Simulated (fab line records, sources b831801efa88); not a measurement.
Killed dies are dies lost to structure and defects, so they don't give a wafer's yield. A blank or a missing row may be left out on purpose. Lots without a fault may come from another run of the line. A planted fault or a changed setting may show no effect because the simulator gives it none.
Which tool did it? | flow sky130 | 10 lots, 30 wafers sampled, at 2 steps of a route of 708

WHAT THE GAUGES READ, wafer by wafer
SKY_VIA2_RS_MEAS_22: measures by four-point-probe.
lot  | measured     | on            | VIA2_W_RS (ohm/sq)
L392 | day 36 18:32 | film_metro-01 | 0.296 0.297 0.293
L393 | day 37 05:15 | film_metro-04 | 0.284 0.290 0.289
L395 | day 37 18:09 | film_metro-01 | 0.283 0.287 0.284
L397 | day 39 05:32 | film_metro-04 | 0.282 0.283 0.286
L401 | day 40 07:11 | film_metro-01 | 0.286 0.290 0.291
L405 | day 41 09:35 | film_metro-04 | 0.288 0.286 0.287
L407 | day 41 21:19 | film_metro-03 | 0.289 0.285 0.289
L410 | day 42 11:39 | film_metro-01 | 0.287 0.292 0.287
L411 | day 42 17:49 | film_metro-03 | 0.290 0.291 0.295
L413 | day 43 02:43 | film_metro-03 | 0.285 0.287 0.287

WHICH TOOL RAN EACH LOT (tool, then ch and the chambers of the sampled wafers, then the start)
lot  | SKY_METAL2_SPUTTER_04
L392 | pvd_sputter-03, day 34 13:08
L393 | pvd_sputter-03, day 34 23:16
L395 | pvd_sputter-02, day 35 11:44
L397 | pvd_sputter-01, day 36 23:19
L401 | pvd_sputter-01, day 38 03:19
L405 | pvd_sputter-01, day 39 06:59
L407 | pvd_sputter-03, day 39 19:31
L410 | pvd_sputter-03, day 40 09:23
L411 | pvd_sputter-01, day 40 15:26
L413 | pvd_sputter-01, day 41 02:16
- SKY_METAL2_SPUTTER_04: material TiN, target thk 70 nm, time 58.3 s.

THE ANSWER, worked out from the rows above alone
Rule: what is usual is taken from the lots themselves. Put in order of their means at a reading, lots are off if they are a third of the lots or fewer, leave a main group of 4 or more, and stand apart from it by a gap of 3 or more times the standard deviation of the main group's means; of several such gaps the widest counts. A main group whose means are all the same, to the digits that the tables above print for the reading, isn't used. A lot without any number at a reading at which 4 lots or more have one is off too. The other lots that the step has rows for count as sound.
No lot is off at any reading shown: from this, nothing can be told.

WHAT THE SIMULATOR HAD PUT IN
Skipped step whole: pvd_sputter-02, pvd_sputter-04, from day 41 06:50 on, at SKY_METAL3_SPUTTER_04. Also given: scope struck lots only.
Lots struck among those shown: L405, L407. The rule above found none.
